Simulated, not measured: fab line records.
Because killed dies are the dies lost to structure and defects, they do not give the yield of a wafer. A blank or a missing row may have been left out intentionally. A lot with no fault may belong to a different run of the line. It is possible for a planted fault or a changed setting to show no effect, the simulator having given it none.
Which tool was responsible? -- flow gf180mcu -- 11 lots with 33 wafers sampled at 3 steps, on a route of 602 steps

## WHAT EACH GAUGE READ, for each wafer
GF_V2_CD_MEAS_14 targets a cd of 260 nm.
lot,measured,on,cd nm (nm)
L208,day 20 06:34,cd sem-01,260.6 261.4 262.4
L210,day 21 13:54,cd sem-01,260.7 259.6 260.7
L211,day 21 16:13,cd sem-02,256.2 257.0 257.6
L212,day 22 02:11,cd sem-01,259.0 259.2 257.0
L219,day 24 06:52,cd sem-02,269.9 268.9 270.2
L218,day 24 08:49,cd sem-02,268.3 267.1 269.0
L227,day 27 09:34,cd sem-02,258.1 258.5 258.6
L228,day 27 12:01,cd sem-01,257.4 258.4 258.8
L229,day 27 13:23,cd sem-02,259.8 261.2 261.2
L230,day 28 03:13,cd sem-01,259.4 259.4 259.1
L231,day 28 11:26,cd sem-01,259.0 259.2 259.4

## WHICH TOOL RAN EACH LOT (tool, then ch and the chambers of the sampled wafers, then the start)
lot,GF_M1_STRIP_17,GF_V2_COAT_09
L208,"plasma asher-03 ch 0,1, day 17 01:35","litho track-01 ch 0, day 19 18:00"
L210,"plasma asher-02 ch 0, day 18 09:15","litho track-02 ch 0, day 21 01:00"
L211,"plasma asher-01 ch 0,1, day 18 11:49","litho track-01 ch 0, day 21 04:00"
L212,"plasma asher-03 ch 0,1, day 18 19:59","litho track-02 ch 0, day 21 13:00"
L219,"plasma asher-01 ch 0,1, day 21 05:44","litho track-01 ch 0, day 23 19:00"
L218,"plasma asher-03 ch 0,1, day 21 07:20","litho track-01 ch 0, day 23 21:00"
L227,"plasma asher-02 ch 0,1, day 24 13:50","litho track-01 ch 0, day 26 22:00"
L228,"plasma asher-01 ch 0,1, day 24 15:17","litho track-01 ch 0, day 27 01:00"
L229,"plasma asher-03 ch 0,1, day 24 18:17","litho track-02 ch 0, day 27 02:00"
L230,"plasma asher-01 ch 0,1, day 25 08:02","litho track-02 ch 0, day 27 16:00"
L231,"plasma asher-01 ch 0,1, day 25 17:32","litho track-01 ch 0, day 28 01:00"
- GF_M1_STRIP_17: strips in O2/N2.
- GF_V2_COAT_09: resist thk 1000 nm.

## THE ANSWER, worked out from the rows above alone
Rule: usual is defined by the lots themselves. The widest of any qualifying gaps counts: lots, ordered by their means at a reading, are off when they make up no more than a third of the lots, leave a main group of 4 or more, and stand apart from it by 3 or more times the standard deviation of that group's means. Not used: any main group whose means are identical at the precision the tables above print for the reading. Also off: a lot with no number at a reading for which 4 or more lots have one. The other lots that the step has rows for count as sound.
Off at GF_V2_CD_MEAS_14 (cd nm): L219, L218. For the main group the mean is 259.2 nm and the standard deviation 1.3.
If a tool, at a process step before that reading, ran all the lots that are off and no sound lot after the first of them, it fits. Gauges at GF_V2_CD_MEAS_14: tried the same way as those tools. Not one of the candidates tried fits.

## WHAT THE SIMULATOR HAD INSERTED
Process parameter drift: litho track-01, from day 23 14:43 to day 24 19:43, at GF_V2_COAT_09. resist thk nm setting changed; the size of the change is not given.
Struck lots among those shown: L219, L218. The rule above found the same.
